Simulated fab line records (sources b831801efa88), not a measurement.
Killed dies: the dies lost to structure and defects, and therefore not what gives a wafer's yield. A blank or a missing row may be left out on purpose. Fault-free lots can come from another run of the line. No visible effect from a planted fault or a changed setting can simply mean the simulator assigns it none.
Check for tools in common / flow sky130 / 11 lots and 33 wafers in the sample

THE REASON FOR OPENING IT
Of 11 lots, 2 have the reading CONTACT_CVD_00_THK flagged at SKY_CONTACT_THK_MEAS_01. Wafers without a fault read 75.3 nm, standard deviation 1.1.
Rule: flag the lot when none of its wafers has a number, or when each of its wafers that has one lies beyond 4 standard deviations from that mean. All remaining lots are regarded as sound.

lot=L856; measured=day 30 05:56; on=film metro-03; CONTACT_CVD_00_THK (nm), wafer by wafer=74.2 75.7 78.0; flag=
lot=L858; measured=day 31 01:18; on=film metro-03; CONTACT_CVD_00_THK (nm), wafer by wafer=75.5 75.4 75.9; flag=
lot=L859; measured=day 31 09:04; on=film metro-03; CONTACT_CVD_00_THK (nm), wafer by wafer=73.3 74.2 74.2; flag=
lot=L861; measured=day 32 09:55; on=film metro-02; CONTACT_CVD_00_THK (nm), wafer by wafer=75.1 75.0 77.1; flag=
lot=L862; measured=day 32 22:02; on=film metro-04; CONTACT_CVD_00_THK (nm), wafer by wafer=75.1 74.3 74.9; flag=
lot=L865; measured=day 33 04:19; on=film metro-03; CONTACT_CVD_00_THK (nm), wafer by wafer=75.3 74.5 75.9; flag=
lot=L867; measured=day 33 19:11; on=film metro-02; CONTACT_CVD_00_THK (nm), wafer by wafer=62.0 62.5 65.1; flag=FLAGGED
lot=L871; measured=day 34 23:39; on=film metro-03; CONTACT_CVD_00_THK (nm), wafer by wafer=62.5 61.7 61.9; flag=FLAGGED
lot=L875; measured=day 36 17:20; on=film metro-03; CONTACT_CVD_00_THK (nm), wafer by wafer=73.9 74.8 75.9; flag=
lot=L877; measured=day 37 01:08; on=film metro-02; CONTACT_CVD_00_THK (nm), wafer by wafer=74.2 76.4 75.4; flag=
lot=L878; measured=day 37 05:23; on=film metro-03; CONTACT_CVD_00_THK (nm), wafer by wafer=76.1 77.2 76.7; flag=
The mean of the flagged lots' numbers is 62.6 nm, -12.7 nm from the usual (-12 standard deviations).

LOT BY LOT: THE TOOL USED
Before the reading, the record contains 2 process steps out of a 708-step route. Each cell gives the tool, then ch followed by the chambers the sampled wafers passed through, then the start.
lot=L856; flag=; SKY_LI_CONTACT_SPUTTER_20=pvd sputter-04, day 29 00:55; SKY_CONTACT_CVD_00=pecvd-02 ch 0,1,2, day 30 05:53
lot=L858; flag=; SKY_LI_CONTACT_SPUTTER_20=pvd sputter-04, day 29 20:21; SKY_CONTACT_CVD_00=pecvd-02 ch 1,2, day 31 01:15
lot=L859; flag=; SKY_LI_CONTACT_SPUTTER_20=pvd sputter-04, day 30 04:19; SKY_CONTACT_CVD_00=pecvd-04 ch 0,1,2, day 31 09:01
lot=L861; flag=; SKY_LI_CONTACT_SPUTTER_20=pvd sputter-04, day 31 04:44; SKY_CONTACT_CVD_00=pecvd-02 ch 0,2, day 32 09:52
lot=L862; flag=; SKY_LI_CONTACT_SPUTTER_20=pvd sputter-03, day 31 17:25; SKY_CONTACT_CVD_00=pecvd-01 ch 0,1,2, day 32 21:59
lot=L865; flag=; SKY_LI_CONTACT_SPUTTER_20=pvd sputter-03, day 31 23:16; SKY_CONTACT_CVD_00=pecvd-01 ch 0,1,2, day 33 04:17
lot=L867; flag=FLAGGED; SKY_LI_CONTACT_SPUTTER_20=pvd sputter-02, day 32 14:27; SKY_CONTACT_CVD_00=pecvd-01 ch 1,2, day 33 19:08
lot=L871; flag=FLAGGED; SKY_LI_CONTACT_SPUTTER_20=pvd sputter-04, day 33 20:12; SKY_CONTACT_CVD_00=pecvd-01 ch 0,1,2, day 34 23:37
lot=L875; flag=; SKY_LI_CONTACT_SPUTTER_20=pvd sputter-04, day 35 13:19; SKY_CONTACT_CVD_00=pecvd-02 ch 0,2, day 36 17:16
lot=L877; flag=; SKY_LI_CONTACT_SPUTTER_20=pvd sputter-03, day 35 20:55; SKY_CONTACT_CVD_00=pecvd-04 ch 1,2, day 37 01:05
lot=L878; flag=; SKY_LI_CONTACT_SPUTTER_20=pvd sputter-04, day 36 01:31; SKY_CONTACT_CVD_00=pecvd-02 ch 0,1,2, day 37 05:20
What the steps here do:
- SKY_LI_CONTACT_SPUTTER_20: material TiN, target thk 20 nm, time 80 s.
- SKY_CONTACT_CVD_00: deposits Si3N4, target thk 75 nm.
- SKY_CONTACT_THK_MEAS_01

FLAGGED AGAINST TOTAL, ONE TOOL AT A TIME (gauges that did the reading follow at the end)
step=SKY_LI_CONTACT_SPUTTER_20; tool=pvd sputter-02; lots run=1; flagged=1; share of the flagged lots=some; sound lots run after its first flagged lot=0
step=SKY_LI_CONTACT_SPUTTER_20; tool=pvd sputter-03; lots run=3; flagged=0; share of the flagged lots=none; sound lots run after its first flagged lot=-
step=SKY_LI_CONTACT_SPUTTER_20; tool=pvd sputter-04; lots run=7; flagged=1; share of the flagged lots=some; sound lots run after its first flagged lot=2 (L875,L878)
step=SKY_CONTACT_CVD_00; tool=pecvd-01; lots run=4; flagged=2; share of the flagged lots=all; sound lots run after its first flagged lot=0
step=SKY_CONTACT_CVD_00; tool=pecvd-02; lots run=5; flagged=0; share of the flagged lots=none; sound lots run after its first flagged lot=-
step=SKY_CONTACT_CVD_00; tool=pecvd-04; lots run=2; flagged=0; share of the flagged lots=none; sound lots run after its first flagged lot=-
step=SKY_CONTACT_THK_MEAS_01; tool=film metro-02; lots run=3; flagged=1; share of the flagged lots=some; sound lots run after its first flagged lot=1 (L877)
step=SKY_CONTACT_THK_MEAS_01; tool=film metro-03; lots run=7; flagged=1; share of the flagged lots=some; sound lots run after its first flagged lot=2 (L875,L878)
step=SKY_CONTACT_THK_MEAS_01; tool=film metro-04; lots run=1; flagged=0; share of the flagged lots=none; sound lots run after its first flagged lot=-

WHAT THE TABLE ALLOWS
In the table, 1 row covers all flagged lots: pecvd-01 at SKY_CONTACT_CVD_00.
- pecvd-01 at SKY_CONTACT_CVD_00: 2 of its 4 lots flagged. A fault beginning between L865 (day 33 04:17), its last sound lot, and L867 (day 33 19:08), its first flagged one, fits the data.
What remains is a single tool, pecvd-01 at SKY_CONTACT_CVD_00.

WHAT THE SIMULATOR PUT IN
Site profile drift: pecvd-01, from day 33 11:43 on, at SKY_CONTACT_CVD_00. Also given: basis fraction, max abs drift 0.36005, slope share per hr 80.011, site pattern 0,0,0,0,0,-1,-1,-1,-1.
Struck lots among those shown: L867, L871. The rule above reached the same finding.
